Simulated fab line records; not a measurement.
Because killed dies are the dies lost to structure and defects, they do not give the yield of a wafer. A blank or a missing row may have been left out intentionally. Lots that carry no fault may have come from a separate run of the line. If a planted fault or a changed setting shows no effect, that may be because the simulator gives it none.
Problem report, 8D (eight disciplines) form, completed by code | flow gf180mcu | the parts of the form that need people (team, actions taken, sign-off) are left out

1. PROBLEM STATEMENT
biasW at GF_HV_LDD_ETCHBACK_58 reads a mean of 62.62 W on 1 wafer of 1 lot; wafers without a fault read 79.95 W with a standard deviation of 0.24. That puts it -72 standard deviations away from the usual mean.
The step: etches Si3N4 in CH3F/O2, stops on SiO2, time 100 s, target depth 90 nm.
Earliest sighting: wafer L248.2 on rieDiel-01 at day 18 05:00. The record has a number at this step for 39 wafers belonging to 13 lots. Rule for "out", or "out of limits": more than 4 standard deviations from the usual mean. The rest of the wafers with a number are treated as sound.

2. WHAT IT IS AND WHAT IT IS NOT
question                    | is                | is not
which readings at this step | biasW             | drypumpMotorCurrentA, throttleValvePct
which lots                  | L248              | L233, L234, L235, L236, L237, L240, L241, L242, L243, L244, L245, L253
which wafers of those lots  | L248.2            | L248.3, L248.4
read on which tools         | rieDiel-01        | rieDiel-03, rieDiel-04
when                        | from day 18 05:00 | up to then (35 sound wafers); but 3 sound wafers of L253 came after

3. WHAT RULES OUT EACH SUSPECT
Counting: a tool at a process step up to the reading stays a suspect if it ran every lot that is out. Sound lots after the first of them don't rule it out here, since some wafers of a struck lot are sound.
- rieDiel-01 at GF_HV_LDD_ETCHBACK_58 (etches Si3N4 in CH3F/O2, stops on SiO2, time 100 s, target depth 90 nm): kept. It processed L248, the lot that is out, at day 18 05:00, and its most recent sound lot before then was L245 at day 17 05:56. Out on those wafers are its own readings of biasW.
- In rieDiel-01 at GF_HV_LDD_ETCHBACK_58, the wafers that are out were processed in chamber 0 and their sound lot-mates in chambers 1, 2.
Remaining after the count: rieDiel-01 at GF_HV_LDD_ETCHBACK_58.

4. THE CAUSE (what the simulator had put in)
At GF_HV_LDD_ETCHBACK_58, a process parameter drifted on rieDiel-01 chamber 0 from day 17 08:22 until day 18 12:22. The setting biasW was moved by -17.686, starting from 80. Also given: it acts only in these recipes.
The count eliminated every tool but this one.

5. THE EFFECT CHAIN, in route order
Rows list readings where the struck wafers' mean (over those with a number) sits beyond 3 standard deviations from the usual. Scope: only readings with a usual standard deviation given in the record; hours: median across lots of the time from each lot's start at the first step in this table that gives one to its start at this step; sigmas: change in usual standard deviations.
hours | step                  | reading | usual   | on struck wafers | change | sigmas
0     | GF_HV_LDD_ETCHBACK_58 | biasW   | 79.95 W | 62.62            | -17.33 | -72
Here are the process steps it includes:
- GF_HV_LDD_ETCHBACK_58: etches Si3N4 in CH3F/O2, stops on SiO2, time 100 s, target depth 90 nm.
Later steps that measure or inspect, where all struck wafers having a row at the step show a number for every such reading and not one has moved that far: GF_PSD_TW_MEAS_11.

6. HOW IT WOULD HAVE BEEN CAUGHT EARLIER
In this record the first reading out of limits was taken at day 18 05:00, 21 hours after the fault began at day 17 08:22.
